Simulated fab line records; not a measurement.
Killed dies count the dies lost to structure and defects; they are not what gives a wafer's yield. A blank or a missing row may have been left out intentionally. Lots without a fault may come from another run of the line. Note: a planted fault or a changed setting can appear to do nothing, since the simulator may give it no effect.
Matching of chambers / flow sky130 / rie-diel-03 running SKY_POLY_GATE_ETCH_16: 4 sister chambers
The step etches Si3N4 in CH3F/O2, stops on poly-Si, time 147.5 s, target depth 75 nm. 20 wafers are shown with their chamber, then 10 later ones without.

WAFERS, EACH WITH ITS CHAMBER
wafer=L075.2; chamber=2; drypump-motor-current-A (A)=5.8; oes-product-au (a.u.)=0.638; throttle-valve-pct (%)=10.532
wafer=L075.4; chamber=2; drypump-motor-current-A (A)=5.8; oes-product-au (a.u.)=0.641; throttle-valve-pct (%)=10.540
wafer=L075.5; chamber=1; drypump-motor-current-A (A)=6.3; oes-product-au (a.u.)=0.638; throttle-valve-pct (%)=10.526
wafer=L076.1; chamber=1; drypump-motor-current-A (A)=6.3; oes-product-au (a.u.)=0.639; throttle-valve-pct (%)=10.545
wafer=L076.2; chamber=0; drypump-motor-current-A (A)=5.3; oes-product-au (a.u.)=0.637; throttle-valve-pct (%)=10.536
wafer=L076.6; chamber=1; drypump-motor-current-A (A)=6.3; oes-product-au (a.u.)=0.642; throttle-valve-pct (%)=10.551
wafer=L079.1; chamber=3; drypump-motor-current-A (A)=6.5; oes-product-au (a.u.)=0.645; throttle-valve-pct (%)=10.545
wafer=L079.5; chamber=2; drypump-motor-current-A (A)=5.8; oes-product-au (a.u.)=0.646; throttle-valve-pct (%)=10.526
wafer=L079.6; chamber=1; drypump-motor-current-A (A)=6.3; oes-product-au (a.u.)=0.639; throttle-valve-pct (%)=10.539
wafer=L081.3; chamber=0; drypump-motor-current-A (A)=5.2; oes-product-au (a.u.)=0.633; throttle-valve-pct (%)=10.535
wafer=L081.4; chamber=2; drypump-motor-current-A (A)=5.8; oes-product-au (a.u.)=0.644; throttle-valve-pct (%)=10.551
wafer=L081.6; chamber=3; drypump-motor-current-A (A)=6.5; oes-product-au (a.u.)=0.636; throttle-valve-pct (%)=10.527
wafer=L084.1; chamber=1; drypump-motor-current-A (A)=6.3; oes-product-au (a.u.)=0.646; throttle-valve-pct (%)=10.533
wafer=L084.5; chamber=1; drypump-motor-current-A (A)=6.3; oes-product-au (a.u.)=0.639; throttle-valve-pct (%)=10.539
wafer=L084.6; chamber=2; drypump-motor-current-A (A)=5.8; oes-product-au (a.u.)=0.637; throttle-valve-pct (%)=10.552
wafer=L085.2; chamber=0; drypump-motor-current-A (A)=5.3; oes-product-au (a.u.)=0.642; throttle-valve-pct (%)=10.547
wafer=L085.4; chamber=3; drypump-motor-current-A (A)=6.5; oes-product-au (a.u.)=0.638; throttle-valve-pct (%)=10.541
wafer=L085.5; chamber=0; drypump-motor-current-A (A)=5.2; oes-product-au (a.u.)=0.640; throttle-valve-pct (%)=10.524
wafer=L088.1; chamber=3; drypump-motor-current-A (A)=6.5; oes-product-au (a.u.)=0.636; throttle-valve-pct (%)=10.533
wafer=L088.2; chamber=0; drypump-motor-current-A (A)=5.3; oes-product-au (a.u.)=0.642; throttle-valve-pct (%)=10.545

SIGNATURES (averages over the wafers above)
reading=drypump-motor-current-A; chamber 0=5.260; chamber 1=6.300; chamber 2=5.800; chamber 3=6.500; scatter within a chamber=0.0274
reading=oes-product-au; chamber 0=0.63880; chamber 1=0.64050; chamber 2=0.64120; chamber 3=0.63875; scatter within a chamber=0.00369
reading=throttle-valve-pct; chamber 0=10.53740; chamber 1=10.53883; chamber 2=10.54020; chamber 3=10.53650; scatter within a chamber=0.00949
Rule: distance of a wafer from a chamber = root of the sum over the readings of ((wafer's reading minus chamber's mean) / reading's scatter) squared. The wafer belongs to the nearest chamber; if the next one is less than 2 further off, it can't be placed. How the scatter is found: for the shown wafers, subtract from each reading the mean of its chamber, square and add these, divide the total by (wafers less chambers), then take the root.

WAFERS WITHOUT THEIR CHAMBER
wafer=L088.3; drypump-motor-current-A (A)=6.3; oes-product-au (a.u.)=0.636; throttle-valve-pct (%)=10.515
wafer=L090.1; drypump-motor-current-A (A)=6.5; oes-product-au (a.u.)=0.641; throttle-valve-pct (%)=10.534
wafer=L090.3; drypump-motor-current-A (A)=6.3; oes-product-au (a.u.)=0.645; throttle-valve-pct (%)=10.542
wafer=L090.6; drypump-motor-current-A (A)=5.2; oes-product-au (a.u.)=0.646; throttle-valve-pct (%)=10.554
wafer=L093.1; drypump-motor-current-A (A)=5.3; oes-product-au (a.u.)=0.641; throttle-valve-pct (%)=10.550
wafer=L093.2; drypump-motor-current-A (A)=5.8; oes-product-au (a.u.)=0.645; throttle-valve-pct (%)=10.540
wafer=L093.4; drypump-motor-current-A (A)=6.2; oes-product-au (a.u.)=0.643; throttle-valve-pct (%)=10.528
wafer=L094.1; drypump-motor-current-A (A)=6.3; oes-product-au (a.u.)=0.639; throttle-valve-pct (%)=10.534
wafer=L094.4; drypump-motor-current-A (A)=6.5; oes-product-au (a.u.)=0.646; throttle-valve-pct (%)=10.536
wafer=L094.5; drypump-motor-current-A (A)=6.5; oes-product-au (a.u.)=0.638; throttle-valve-pct (%)=10.533

WHICH CHAMBER EACH ONE RAN IN
wafer=L088.3; from the rows above=1; in truth=1
wafer=L090.1; from the rows above=3; in truth=3
wafer=L090.3; from the rows above=1; in truth=1
wafer=L090.6; from the rows above=0; in truth=0
wafer=L093.1; from the rows above=0; in truth=0
wafer=L093.2; from the rows above=2; in truth=2
wafer=L093.4; from the rows above=1; in truth=1
wafer=L094.1; from the rows above=1; in truth=1
wafer=L094.4; from the rows above=3; in truth=3
wafer=L094.5; from the rows above=3; in truth=3
Correct placement for 10 of the 10. Not placeable from these rows: 0. 0 placed wrongly.
